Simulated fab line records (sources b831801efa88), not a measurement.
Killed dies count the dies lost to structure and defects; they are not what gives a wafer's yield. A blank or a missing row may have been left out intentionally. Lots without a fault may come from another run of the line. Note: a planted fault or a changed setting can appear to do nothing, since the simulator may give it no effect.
Which of the tools did it? | flow gf180mcu | 14 lots with 42 wafers sampled at 4 steps, on a route of 602 steps

== WHAT THE GAUGES SHOWED, per wafer ==
GF_STI_THK_MEAS_24.
lot  | measured    | on            | STI_CVD_23_THK (nm)
L856 | day 2 03:20 | film-metro-03 | 659 654 655
L857 | day 2 10:11 | film-metro-01 | 656 645 650
L858 | day 2 13:48 | film-metro-01 | 654 658 652
L863 | day 3 15:23 | film-metro-01 | 656 654 649
L864 | day 4 00:17 | film-metro-02 | 655 656 657
L868 | day 4 20:19 | film-metro-03 | 647 641 647
L870 | day 5 07:33 | film-metro-03 | 656 655 655
L873 | day 5 19:06 | film-metro-03 | 654 654 658
L874 | day 6 02:31 | film-metro-02 | 652 652 658
L875 | day 6 07:42 | film-metro-02 | 649 653 651
L876 | day 6 11:06 | film-metro-02 | 647 643 645
L877 | day 6 16:12 | film-metro-02 | 644 653 650
L878 | day 6 21:37 | film-metro-01 | 646 646 640
L879 | day 7 02:59 | film-metro-03 | 659 654 655

GF_POLY_GATE_CD_MEAS_18.
lot  | measured     | on        | cd-nm (nm)
L856 | day 9 07:26  | cd-sem-01 | 278.5 277.7 277.5
L857 | day 9 16:25  | cd-sem-02 | 278.6 280.5 279.7
L858 | day 9 23:19  | cd-sem-01 | 279.7 279.6 282.4
L863 | day 11 12:47 | cd-sem-02 | 281.6 280.1 280.0
L864 | day 12 05:56 | cd-sem-01 | 281.3 282.6 281.5
L868 | day 13 00:47 | cd-sem-01 | 282.0 281.1 280.8
L870 | day 13 20:01 | cd-sem-02 | 281.1 279.6 281.4
L873 | day 14 12:35 | cd-sem-02 | 282.1 283.0 282.4
L874 | day 14 20:51 | cd-sem-01 | 281.7 285.8 282.7
L875 | day 15 06:53 | cd-sem-01 | 280.1 281.4 281.7
L876 | day 15 06:11 | cd-sem-01 | 279.5 279.9 281.4
L877 | day 15 14:14 | cd-sem-02 | 281.2 277.7 281.5
L878 | day 15 18:11 | cd-sem-02 | 284.3 283.6 283.2
L879 | day 16 02:31 | cd-sem-02 | 280.0 282.1 281.3

GF_M1_CD_MEAS_14: the cd target is 230 nm.
lot  | measured     | on        | cd-nm (nm)
L856 | day 16 22:13 | cd-sem-01 | 228.9 228.3 227.4
L857 | day 17 09:29 | cd-sem-02 | 229.0 230.5 229.1
L858 | day 17 16:20 | cd-sem-02 | 231.3 230.3 230.5
L863 | day 19 20:52 | cd-sem-02 | 229.7 228.7 229.3
L864 | day 20 17:55 | cd-sem-02 | 228.7 227.6 228.7
L868 | day 21 17:26 | cd-sem-01 | 228.5 228.8 230.0
L870 | day 22 17:58 | cd-sem-02 | 229.4 230.0 229.4
L873 | day 23 13:41 | cd-sem-02 | 228.0 227.8 228.6
L874 | day 23 22:31 | cd-sem-02 | 227.7 228.8 227.8
L875 | day 24 09:22 | cd-sem-02 | 230.6 230.7 230.0
L876 | day 24 07:13 | cd-sem-01 | 226.8 227.3 226.4
L877 | day 24 15:44 | cd-sem-02 | 228.5 228.3 228.9
L878 | day 24 19:25 | cd-sem-02 | 229.6 229.9 231.5
L879 | day 25 03:13 | cd-sem-01 | 232.1 230.9 230.9

== TOOL THAT RAN EACH LOT (tool first, then ch and the chambers of the sampled wafers, then the start) ==
lot  | GF_HV_LDD_STRIP_22
L856 | plasma-asher-01 ch 1, day 10 18:29
L857 | plasma-asher-03 ch 0,1, day 11 04:18
L858 | plasma-asher-01 ch 0,1, day 11 10:03
L863 | plasma-asher-02 ch 0,1, day 13 03:21
L864 | plasma-asher-02 ch 0,1, day 13 20:26
L868 | plasma-asher-01 ch 0,1, day 14 15:19
L870 | plasma-asher-03 ch 0,1, day 15 13:02
L873 | plasma-asher-03 ch 0,1, day 16 07:50
L874 | plasma-asher-01 ch 0,1, day 16 16:48
L875 | plasma-asher-01 ch 0,1, day 17 02:55
L876 | plasma-asher-01 ch 0,1, day 17 02:17
L877 | plasma-asher-02 ch 0,1, day 17 11:26
L878 | plasma-asher-01 ch 0,1, day 17 15:44
L879 | plasma-asher-01 ch 0,1, day 18 00:02
- GF_HV_LDD_STRIP_22: strips in O2/N2.

== WHAT THE TOOLS THEMSELVES READ (means of the sampled wafers that have a number; where no wafer has one, the mark that the record gives instead) ==
GF_HV_LDD_STRIP_22.
lot  | tool            | drypump-motor-current-A (A) | heater-power-w (W) | oes-product-au (a.u.) | platen-temp-c (C) | strip-time-to-endpoint-s (s)
L856 | plasma-asher-01 | 6.1                         | 347                | 0.715                 | 249.80            | 12.61
L857 | plasma-asher-03 | 5.1                         | 374                | 0.715                 | 250.02            | 12.63
L858 | plasma-asher-01 | 5.3                         | 342                | 0.716                 | 250.03            | 12.63
L863 | plasma-asher-02 | 5.3                         | 327                | 0.741                 | 252.39            | 12.02
L864 | plasma-asher-02 | 5.3                         | 332                | 0.735                 | 252.47            | 12.04
L868 | plasma-asher-01 | 5.3                         | 343                | 0.718                 | 249.91            | 12.65
L870 | plasma-asher-03 | 5.0                         | 356                | 0.719                 | 249.80            | 12.64
L873 | plasma-asher-03 | 5.0                         | 348                | 0.717                 | 250.05            | 12.59
L874 | plasma-asher-01 | 5.3                         | 340                | 0.717                 | 249.86            | 12.65
L875 | plasma-asher-01 | 5.3                         | 345                | 0.715                 | 250.09            | 12.64
L876 | plasma-asher-01 | 5.3                         | 347                | 0.717                 | 250.16            | 12.65
L877 | plasma-asher-02 | 5.3                         | 324                | 0.718                 | 249.80            | 12.64
L878 | plasma-asher-01 | 5.3                         | 340                | 0.717                 | 249.88            | 12.64
L879 | plasma-asher-01 | 5.7                         | 347                | 0.717                 | 249.98            | 12.61

== THE ANSWER, worked out from the rows above alone ==
Rule: what is usual is taken from the lots themselves. Put in order of their means at a reading, lots are off if they are a third of the lots or fewer, leave a main group of 4 or more, and stand apart from it by a gap of 3 or more times the standard deviation of the main group's means; of several such gaps the widest counts. A main group is skipped when, at the precision printed for the reading in the tables above, its means are all equal. Also off: a lot with no number at a reading for which 4 or more lots have one. All remaining lots with rows at the step are treated as sound. First the gauges in route order, then the tools' own readings, where a lot's mean is used as printed above. The first step at which some lot is off is used, and at that step the reading that is off furthest; a lot without a number counts as furthest.
Off, at GF_HV_LDD_STRIP_22 on strip-time-to-endpoint-s: L863, L864. The main group: mean 12.63 s, standard deviation 0.018.
If a tool, at that step or one of the process steps before it, ran each lot that is off and ran no sound lot following the first of them, it fits. No candidate that was tried fits.

== WHAT THE SIMULATOR HAD PUT IN ==
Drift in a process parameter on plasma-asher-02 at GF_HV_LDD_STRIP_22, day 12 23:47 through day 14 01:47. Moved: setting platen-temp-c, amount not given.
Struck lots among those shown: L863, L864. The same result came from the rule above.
